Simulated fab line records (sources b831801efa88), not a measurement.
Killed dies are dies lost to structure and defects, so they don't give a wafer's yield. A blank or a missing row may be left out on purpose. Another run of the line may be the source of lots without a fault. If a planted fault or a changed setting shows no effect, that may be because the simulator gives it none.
A lot that was struck, set against a sound lot    flow gf180mcu    16 steps out of a route of 602
Sound: these wafers, L998.1, L998.3, L998.6. Struck: wafers L113.1, L113.3, L113.6. The cause comes at the end.
At each step with rows: each side's tool, then ch and its chambers, then its first start. Under that, the readings that differ: sound wafers    struck wafers    difference of the means    sigmas: that difference in standard deviations of wafers without a fault.
alike: readings whose means differ by less than 2 such deviations, and words and numbers that are the same on both sides. not compared: withheld readings, readings that some wafer has no value for, bounds like >300 that may hide the same value, and numbers for which the record gives no deviation and whose values overlap.
Wherever a step has rows on one side only, a row that says differs or no value, or a row with sigmas, the two part there. When numbers do not overlap yet have no deviation, they are printed without sigmas and do not part them. A reading missing from all wafers of one side parts the sides only when that side holds two or more wafers.

GF_STI_THK_MEAS_02:
  sound: film-metro-01 at day 1 17:28; struck: film-metro-01 at day 4 19:31
  alike: STI_OXIDATION_THK
then, 1 step without rows for these wafers: GF_STI_CVD_03 (deposits Si3N4 from DCS/NH3, target thk 207.16 nm, time 3551 s).
GF_STI_THK_MEAS_04:
  sound: film-metro-01 at day 1 19:31; struck: film-metro-02 at day 4 21:34
  alike: STI_CVD_03_THK
then, 7 steps without rows for these wafers: GF_STI_DEHYDRATE_05 (time 60 s); GF_STI_HMDS_06 (prime time 60 s); GF_STI_COAT_07 (resist thk 700 nm); GF_STI_SOFTBAKE_08 (time 60 s); GF_STI_EXPOSE_09 (exposes mask COMP, target cd 220 nm); GF_STI_PEB_10 (peb time 90 s); GF_STI_DEVELOP_11 (develop time 60 s).
GF_STI_CD_MEAS_12 targets a cd of 220 nm.
  sound: cd-sem-01 at day 2 07:05; struck: cd-sem-02 at day 5 11:23
  alike: cd-nm
GF_STI_ETCH_13: etches the open film in CHF3/O2, stops on Si, target depth 282.31 nm, time 112.9 s.
  sound on rie-diel-01 ch 0,2, day 2 07:13; struck on rie-diel-02 ch 0,1,2, day 5 11:30
  alike: O2_flow_sccm, bias-w, drypump-motor-current-A, oes-product-au, throttle-valve-pct
  not compared: rf-hours-counter-h
GF_STI_ETCH_14: etches Si in HBr/Cl2/O2, target depth 360 nm, time 102.9 s.
  sound on rie-si-01 ch 0,1,3, day 2 07:17; struck on rie-si-01 ch 0,2,3, day 5 11:35
  no value came back on the struck wafers for any of 6 readings (HBr_flow_sccm (sccm), O2_flow_sccm (sccm) and others); on the sound wafers HBr_flow_sccm (sccm) reads 149.2 150.0 149.8
reading                               sound              struck             difference  sigmas
model.KrF_of_STI_COAT_07.thk-nm (nm)  324.6 319.5 320.5  438.7 440.7 441.4  +118.7      
  not compared: rf-hours-counter-h
GF_STI_STRIP_15: strips in O2/N2.
  sound on plasma-asher-03 ch 0,1, day 2 07:22; struck on plasma-asher-02 ch 0,1, day 5 11:40
reading                       sound              struck             difference  sigmas
oes-product-au (a.u.)         0.385 0.390 0.385  0.431 0.434 0.429  +0.045      +9
strip-time-to-endpoint-s (s)  3.77 3.74 3.74     4.93 4.96 4.95     +1.20       +27
  alike: drypump-motor-current-A, heater-power-w
  not compared: rf-hours-counter-h
then, 1 step without rows for these wafers: GF_STI_CLEAN_16 (cleans in dHF, time 25 s).
-- the record jumps here: 28 days lie between the struck wafers' starts before and after (it left off in module STI and takes up again in module PASSIVATION, whose first step shown is number 602 of the route) --
GF_PASSIVATION_PROBE_99:
  record: rows for the struck wafers here (prober-01, day 33 10:44), none for the sound ones

WHERE THEY PART
First at GF_STI_ETCH_14; last, within this record, at GF_PASSIVATION_PROBE_99.

WHY: what the simulator had put in
Whole step skipped at GF_STI_ETCH_14 on rie-si-01, starting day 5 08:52. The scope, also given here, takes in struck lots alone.
